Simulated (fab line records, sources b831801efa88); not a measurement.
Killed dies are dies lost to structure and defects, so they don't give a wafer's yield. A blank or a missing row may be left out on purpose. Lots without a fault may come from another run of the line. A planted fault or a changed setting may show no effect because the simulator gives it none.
Chamber matching | flow sky130 | SKY_LI_CONTACT_CMP_02 on cmp-02: 4 sister chambers
The step polishes PSG. 16 wafers are shown with their chamber, then 8 later ones without.

WAFERS WITH THEIR CHAMBER
wafer  | chamber | motor_current_A (A) | time_to_endpoint_s (s)
L386.1 | 0       | 11.6                | 29.3
L386.2 | 1       | 12.4                | 28.5
L386.6 | 1       | 12.6                | 32.5
L390.1 | 0       | 11.7                | 29.2
L390.4 | 3       | 12.4                | 30.5
L390.6 | 3       | 12.1                | 28.7
L392.2 | 0       | 11.5                | 31.9
L392.4 | 3       | 13.0                | 33.6
L392.6 | 3       | 12.7                | 32.5
L393.1 | 3       | 12.1                | 34.2
L393.2 | 2       | 12.5                | 34.0
L393.5 | 3       | 12.5                | 34.1
L403.1 | 1       | 12.1                | 33.6
L403.2 | 0       | 12.3                | 30.7
L403.6 | 3       | 13.4                | 33.9
L406.2 | 1       | 12.3                | 31.6

SIGNATURES (means of the wafers above)
reading            | chamber 0 | chamber 1 | chamber 2 | chamber 3 | scatter within a chamber
motor_current_A    | 11.775    | 12.350    | 12.500    | 12.600    | 0.396
time_to_endpoint_s | 30.275    | 31.550    | 34.000    | 32.500    | 1.97
Rule: a wafer's distance from a chamber is the root of the sum, over the readings, of the square of ((its reading less the chamber's mean) divided by the reading's scatter). The wafer belongs to the nearest chamber; if the next one is less than 2 further off, it can't be placed. The scatter: the root of (the sum of the squares of (reading less its chamber's mean) over the shown wafers, divided by (wafers less chambers)).

WAFERS WITHOUT THEIR CHAMBER
wafer  | motor_current_A (A) | time_to_endpoint_s (s)
L406.3 | 11.7                | 31.7
L406.4 | 13.2                | 29.9
L407.1 | 12.3                | 30.9
L407.2 | 12.0                | 34.8
L407.3 | 13.5                | 33.4
L408.3 | 11.3                | 34.2
L408.4 | 12.4                | 32.8
L408.5 | 12.7                | 36.1

WHICH CHAMBER EACH WENT THROUGH
wafer  | from the rows above               | in truth
L406.3 | can't be placed: 0 or 1 or 3 or 2 | 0
L406.4 | can't be placed: 3 or 1 or 2 or 0 | 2
L407.1 | can't be placed: 1 or 3 or 0 or 2 | 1
L407.2 | can't be placed: 2 or 1 or 3 or 0 | 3
L407.3 | can't be placed: 3 or 2 or 1      | 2
L408.3 | can't be placed: 0 or 1 or 2 or 3 | 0
L408.4 | can't be placed: 3 or 1 or 2 or 0 | 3
L408.5 | can't be placed: 2 or 3 or 1      | 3
Placed correctly: 0 of 8. Can't be placed from these rows: 8 (the true chamber is among the candidates in 8). Placed wrongly: 0.
